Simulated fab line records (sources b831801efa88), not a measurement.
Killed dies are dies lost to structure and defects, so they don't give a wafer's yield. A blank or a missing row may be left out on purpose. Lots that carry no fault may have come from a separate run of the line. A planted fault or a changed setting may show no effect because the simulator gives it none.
Struck lot and sound lot, side by side :: flow sky130 :: 36 steps out of a route of 708
Sound: the wafers L454.2, L454.3, L454.5. Wafers L447.3, L447.4, L447.5 were the ones struck. The cause is named last.
Order at every step that has rows: each side's tool, ch and its chambers, its first start. Under that, the readings that differ: sound wafers :: struck wafers :: difference of the means :: sigmas: that difference in standard deviations of wafers without a fault.
alike: readings whose means differ by less than 2 such deviations, and words and numbers that are the same on both sides. not compared: withheld readings, readings that some wafer has no value for, bounds like >300 that may hide the same value, and numbers for which the record gives no deviation and whose values overlap.
The two part at a step that has a row with sigmas, a row that says differs or no value, or rows on one side only. When numbers do not overlap yet have no deviation, they are printed without sigmas and do not part them. A reading missing from all wafers of one side parts the sides only when that side holds two or more wafers.

first, 10 steps without rows for these wafers: SKY_GATE_OXIDE_COAT_05 (resist thk 1140 nm); SKY_GATE_OXIDE_SOFTBAKE_06 (time 60 s); SKY_GATE_OXIDE_EXPOSE_07 (exposes mask LVOM, target cd 600 nm); SKY_GATE_OXIDE_PEB_08; SKY_GATE_OXIDE_DEVELOP_09 (develop time 60 s); SKY_GATE_OXIDE_IMPLANT_11; SKY_GATE_OXIDE_WET_ETCH_12 (etches SiO2 in dHF, target depth 16.8 nm, time 336 s); SKY_GATE_OXIDE_STRIP_13 (strips in O2/N2); SKY_GATE_OXIDE_CLEAN_15 (cleans in SC1/SC2, time 150 s); SKY_GATE_OXIDE_OXIDATION_16 (stabilise 600 s, purge 300 s, target thk 3.57 nm).
SKY_POLY_GATE_CVD_00: deposits poly-Si, target thk 180 nm, time 720 s.
  sound on lpcvd-01 ch 0, day 22 02:43; struck on lpcvd-01 ch 1, day 19 18:01
reading: spike-tc-bottom-C (C)
sound: 645 643 642
struck: 632 628 629
difference: -14
sigmas: -4

reading: spike-tc-centre-C (C)
sound: 623.0 624.7 620.0
struck: 612.1 613.6 612.5
difference: -9.8
sigmas: -5

reading: spike-tc-lower-C (C)
sound: 622.5 622.1 620.6
struck: 613.3 613.9 613.5
difference: -8.2
sigmas: -7

reading: spike-tc-top-C (C)
sound: 643.7 644.1 643.8
struck: 634.7 635.5 633.9
difference: -9.2
sigmas: -6

reading: spike-tc-upper-C (C)
sound: 617.4 618.4 619.9
struck: 611.9 612.8 611.9
difference: -6.4
sigmas: -6

reading: model.poly-Si_of_POLY_GATE_CVD_00.thk-nm (nm)
sound: 180.6 180 180.1
struck: 155.2 153.9 154.4
difference: -25.7
sigmas: 
  alike: pressure-mtorr, susceptor-temp-C
SKY_POLY_GATE_THK_MEAS_01:
  sound on film-metro-01, day 22 03:56; struck on film-metro-03, day 19 19:14
reading: POLY_GATE_CVD_00_THK (nm)
sound: 180.8 180.0 180.1
struck: 155.2 153.9 154.4
difference: -25.8
sigmas: -14
then, 9 steps without rows for these wafers: SKY_RES_PROTECT_DEHYDRATE_00 (time 60 s); SKY_RES_PROTECT_HMDS_01 (prime time 60 s); SKY_RES_PROTECT_COAT_02 (resist thk 1140 nm); SKY_RES_PROTECT_SOFTBAKE_03 (time 60 s); SKY_RES_PROTECT_EXPOSE_04 (exposes mask RPM, target cd 1270 nm); SKY_RES_PROTECT_PEB_05; SKY_RES_PROTECT_DEVELOP_06 (develop time 60 s); SKY_POLY_GATE_IMPLANT_02; SKY_RES_PROTECT_STRIP_07 (strips in O2/N2).
SKY_RES_PROTECT_CLEAN_09: cleans in SC1/SC2, time 150 s.
  sound on wet-bench-01 ch 1, day 23 10:42; struck on wet-bench-01 ch 0, day 21 01:50
reading: model.poly-Si_of_POLY_GATE_CVD_00.thk-nm (nm)
sound: 179.9 179.3 179.4
struck: 154.5 153.3 153.7
difference: -25.7
sigmas: 
then, 11 steps without rows for these wafers: SKY_POLY_GATE_CVD_03 (deposits Si3N4 from DCS/NH3, target thk 75 nm, time 1290 s); SKY_POLY_GATE_DEHYDRATE_05 (time 60 s); SKY_POLY_GATE_HMDS_06 (prime time 60 s); SKY_POLY_GATE_COAT_07 (resist thk 110 nm); SKY_POLY_GATE_COAT_08 (resist thk 450 nm); SKY_POLY_GATE_SOFTBAKE_09 (time 90 s); SKY_POLY_GATE_EXPOSE_10 (exposes mask P1M, target cd 150 nm); SKY_POLY_GATE_PEB_11; SKY_POLY_GATE_DEVELOP_12 (develop time 60 s); SKY_POLY_GATE_ETCH_15 (etches BARC in N2/H2, stops on SiO2, time 118.5 s, target depth 110 nm); SKY_POLY_GATE_ETCH_16 (etches Si3N4 in CH3F/O2, stops on poly-Si, time 147.5 s, target depth 75 nm).
SKY_POLY_GATE_ETCH_17: etches poly-Si in HBr/Cl2, stops on SiO2, target depth 180 nm, time 70.5 s.
  sound on rie-si-01 ch 1,2,3, day 24 17:19; struck on rie-si-02 ch 0,1, day 22 10:10
reading: oes-product-au (a.u.)
sound: 0.988 0.992 0.995
struck: 0.894 0.889 0.895
difference: -0.099
sigmas: -13

reading: model.POLY_GATE.feature-depth-nm (nm)
sound: 179.9 178.4 178.9
struck: 154.5 153.3 153.7
difference: -25.2
sigmas: 

reading: model.etch.depth-nm (nm)
sound: 179.9 178.4 178.9
struck: 154.5 153.3 153.7
difference: -25.2
sigmas: 
  alike: HBr_flow_sccm, drypump-motor-current-A, throttle-valve-pct
  not compared: rf-hours-counter-h
then, 1 step without rows for these wafers: SKY_POLY_GATE_STRIP_18 (strips in O2/N2).
-- here the record skips 27 days between the struck wafers' starts before and after, leaving off in module POLY_GATE and picking up in module PAD_OPEN (first step shown: number 708 of the route) --
SKY_PAD_OPEN_PROBE_99:
  sound on prober-01, day 50 20:33; struck on prober-02, day 49 14:15
reading: model.etest.res-high-po.line-ohm-um
sound: 752 759.2 779.4
struck: 845.7 808.8 859.4
difference: +74.4
sigmas: 

reading: model.etest.res-poly.line-ohm-um
sound: 531.9 514.7 532.7
struck: 587.4 552.1 589.1
difference: +49.8
sigmas: 

reading: model.etest.tip-sonos.rs-ohm-sq
sound: 2676 2701 2674
struck: 2589 2590 2548
difference: -108
sigmas: 

reading: model.etest.res-high-po.rs-ohm-sq
sound: 264.1 264.9 268.9
struck: 291.8 290.4 298.5
difference: +27.6
sigmas: 

reading: model.etest.res-poly.rs-ohm-sq
sound: 48.65 48.55 49.53
struck: 55.12 54.54 55.6
difference: +6.18
sigmas: 

reading: model.etest.cap-li-to-poly.c-af-um2
sound: 96.35 97.36 100
struck: 90.79 91.47 95.01
difference: -5.48
sigmas: 
  alike: killed_at_M0_to_M3, killed_at_M4_up, killed-at-contacts, killed-at-front-end, killed-at-other, killed-dies, killed-open, killed-short

== WHERE THEY PART ==
At SKY_POLY_GATE_CVD_00 first; at SKY_POLY_GATE_ETCH_17 last (within this record only). Later steps at which nothing parts them and some readings are alike: SKY_PAD_OPEN_PROBE_99.

WHY: what had been put in by the simulator
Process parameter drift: lpcvd-01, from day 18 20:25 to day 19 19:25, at SKY_POLY_GATE_CVD_00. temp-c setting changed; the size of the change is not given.
